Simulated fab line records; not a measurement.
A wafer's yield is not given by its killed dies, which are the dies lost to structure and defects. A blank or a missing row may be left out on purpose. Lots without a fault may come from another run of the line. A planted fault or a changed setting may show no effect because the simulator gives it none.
The tool behind it: which one? + flow sky130 + 39 wafers from 13 lots sampled at 2 of the route's 708 steps

WHAT THE GAUGES READ, wafer by wafer
The record holds no reading of a measuring or inspecting step that can be judged against a usual standard deviation.

WHAT TOOL EACH LOT RAN ON (gives the tool, then ch and the chambers of the sampled wafers, and finally the start)
| lot  | SKY_RES_PROTECT_EXPOSE_04           | SKY_PAD_OPEN_PROBE_99   |
|------|-------------------------------------|-------------------------|
| L226 | iline_stepper-01 ch 0, day 14 17:43 | prober-02, day 45 22:29 |
| L228 | iline_stepper-02 ch 0, day 15 01:25 | -                       |
| L227 | iline_stepper-02 ch 0, day 15 03:04 | -                       |
| L229 | iline_stepper-01 ch 0, day 15 14:56 | -                       |
| L232 | iline_stepper-01 ch 0, day 17 05:13 | prober-01, day 47 15:27 |
| L231 | iline_stepper-01 ch 0, day 17 05:41 | -                       |
| L235 | iline_stepper-02 ch 0, day 17 20:26 | prober-01, day 48 05:25 |
| L241 | iline_stepper-01 ch 0, day 20 09:59 | -                       |
| L243 | iline_stepper-01 ch 0, day 20 16:23 | -                       |
| L244 | iline_stepper-01 ch 0, day 21 04:25 | -                       |
| L246 | iline_stepper-01 ch 0, day 21 16:37 | -                       |
| L247 | iline_stepper-02 ch 0, day 22 03:14 | -                       |
| L248 | iline_stepper-01 ch 0, day 22 16:28 | -                       |
- SKY_RES_PROTECT_EXPOSE_04: exposes mask RPM, target cd 1270 nm.
- SKY_PAD_OPEN_PROBE_99

AS READ BY THE TOOLS THEMSELVES (means over the sampled wafers that have a number; for cases with no such wafer, the mark the record gives instead)
SKY_RES_PROTECT_EXPOSE_04.
| lot  | tool             | exposure_dose_mJ_cm2 |
|------|------------------|----------------------|
| L226 | iline_stepper-01 | 130.97               |
| L228 | iline_stepper-02 | 130.83               |
| L227 | iline_stepper-02 | 131.04               |
| L229 | iline_stepper-01 | 131.08               |
| L232 | iline_stepper-01 | 130.93               |
| L231 | iline_stepper-01 | 131.07               |
| L235 | iline_stepper-02 | 131.13               |
| L241 | iline_stepper-01 | 130.94               |
| L243 | iline_stepper-01 | 130.94               |
| L244 | iline_stepper-01 | 131.08               |
| L246 | iline_stepper-01 | 131.13               |
| L247 | iline_stepper-02 | 130.95               |
| L248 | iline_stepper-01 | 130.91               |

SKY_PAD_OPEN_PROBE_99.
| lot  | tool      | killed_at_M0_to_M3 | killed_at_M4_up | killed_at_contacts | killed_at_front_end | killed_at_other | killed_dies | killed_open | killed_short |
|------|-----------|--------------------|-----------------|--------------------|---------------------|-----------------|-------------|-------------|--------------|
| L226 | prober-02 | 44                 | 5.0             | 24                 | 15                  | 0.3             | 88          | 46          | 42           |
| L232 | prober-01 | 40                 | 3.3             | 25                 | 14                  | 0.3             | 83          | 46          | 36           |
| L235 | prober-01 | 48                 | 6.0             | 21                 | 21                  | 0.3             | 96          | 52          | 42           |

THE ANSWER, worked out from the rows above alone
Rule: the lots themselves supply what counts as usual. Put in order of their means at a reading, lots are off if they are a third of the lots or fewer, leave a main group of 4 or more, and stand apart from it by a gap of 3 or more times the standard deviation of the main group's means; of several such gaps the widest counts. Not used: any main group whose means are identical at the precision the tables above print for the reading. A lot without any number at a reading at which 4 lots or more have one is off too. Where the step has rows for the other lots, those lots are counted as sound. Order of review: gauges by route order, followed by the tools' own readings, for which a lot's mean as printed above is used. The first step at which some lot is off is used, and at that step the reading that is off furthest; a lot without a number counts as furthest.
No lot is off at any reading shown: from this, nothing can be told.

WHAT THE SIMULATOR PUT IN
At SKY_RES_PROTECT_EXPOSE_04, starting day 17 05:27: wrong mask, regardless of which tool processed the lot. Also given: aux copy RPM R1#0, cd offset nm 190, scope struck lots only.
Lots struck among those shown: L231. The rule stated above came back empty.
